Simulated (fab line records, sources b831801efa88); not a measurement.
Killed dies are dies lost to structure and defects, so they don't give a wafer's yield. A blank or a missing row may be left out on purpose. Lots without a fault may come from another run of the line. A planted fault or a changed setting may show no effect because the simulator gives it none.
Problem report in the 8D (eight disciplines) form, filled by code | flow sky130 | the parts of the form that need people (team, actions taken, sign-off) are left out

1. THE PROBLEM
CONTACT_CVD_00_THK at SKY_CONTACT_THK_MEAS_01 reads a mean of 26.8 nm on 1 wafer of 1 lot; wafers without a fault read 75.3 nm with a standard deviation of 0.96. That is -51 standard deviations from the usual mean.
First seen on wafer L782.3, day 34 05:21, on film_metro-03. The record holds 33 wafers of 11 lots with a number at this step. Rule for "out", or "out of limits": more than 4 standard deviations from the usual mean. The other wafers with a number count as sound.

2. WHAT IT IS AND WHAT IT IS NOT
question                    | is                 | is not
which readings at this step | CONTACT_CVD_00_THK | -
which lots                  | L782               | L771, L772, L783, L785, L787, L789, L790, L791, L792, L794
which wafers of those lots  | L782.3             | L782.1, L782.6
read on which gauges        | film_metro-03      | film_metro-02, film_metro-04
when                        | from day 34 05:21  | up to then (8 sound wafers); but 24 sound wafers of L783, L785, L787, L789, L790, L791, L792, L794 came after

3. SUSPECTS, AND WHAT RULES EACH OUT
Counting: a tool at a process step up to the reading stays a suspect if it ran every lot that is out. Sound lots after the first of them don't rule it out here, since some wafers of a struck lot are sound.
- the gauge at SKY_CONTACT_THK_MEAS_01: ruled out. All the wafers that are out were read on film_metro-03, but those of them that SKY_CONTACT_ETCH_18 has rows for are out there too, on other tools.
- plasma_asher-04 at SKY_FIELD_ISO_STRIP_16 (strips in O2/N2): kept. It ran the lot that is out, L782 (day 4 15:41).
- pecvd-02 at SKY_CONTACT_CVD_00 (deposits Si3N4, target thk 75 nm): kept. It ran the lot that is out, L782 (day 34 05:19); its last sound lot up to then is L772 (day 30 12:10).
- Within pecvd-02 at SKY_CONTACT_CVD_00: the wafers that are out ran in chamber 0; their sound lot-mates ran in chamber 1.
Left after counting: plasma_asher-04 at SKY_FIELD_ISO_STRIP_16, pecvd-02 at SKY_CONTACT_CVD_00.

4. THE CAUSE (what the simulator had put in)
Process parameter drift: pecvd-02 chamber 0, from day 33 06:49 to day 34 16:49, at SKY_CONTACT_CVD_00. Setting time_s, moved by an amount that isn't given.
Counting left 2 suspects, and this tool is among them.

5. THE CHAIN OF EFFECTS, in route order
Each row: a reading whose mean over the struck wafers that have a number lies more than 3 standard deviations from the usual. Only readings for which the record gives a usual standard deviation are gone through. hours: the time from each lot's start at the first step in this table that gives one to its start at this step, as a median over the lots. sigmas: the change in usual standard deviations.
hours | step                    | reading            | usual      | on struck wafers | change | sigmas
0     | SKY_CONTACT_THK_MEAS_01 | CONTACT_CVD_00_THK | 75.3 nm    | 26.8             | -48.5  | -51
-     | SKY_CONTACT_ETCH_18     | oes_product_au     | 0.857 a.u. | 0.557            | -0.300 | -39
-     | SKY_CONTACT_ETCH_18     | throttle_valve_pct | 8.794 %    | 8.723            | -0.071 | -7.3
The process steps in it:
- SKY_CONTACT_ETCH_18: etches Si3N4 in CHF3/O2, stops on TiN, time 39 s, target depth 75 nm.
Readings that are blank on the struck wafers while sound wafers have them: rf_fwd_power_W at SKY_CONTACT_CVD_00.

6. WHAT WOULD HAVE CAUGHT IT SOONER
In this record the first reading out of limits at a measuring or inspecting step was taken at day 34 05:21, 23 hours after the fault began at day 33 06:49.
All the lots that are out (1) had begun SKY_CONTACT_CVD_00 on pecvd-02 by day 34 05:21. A hold on the tool at that time would have spared none of them.
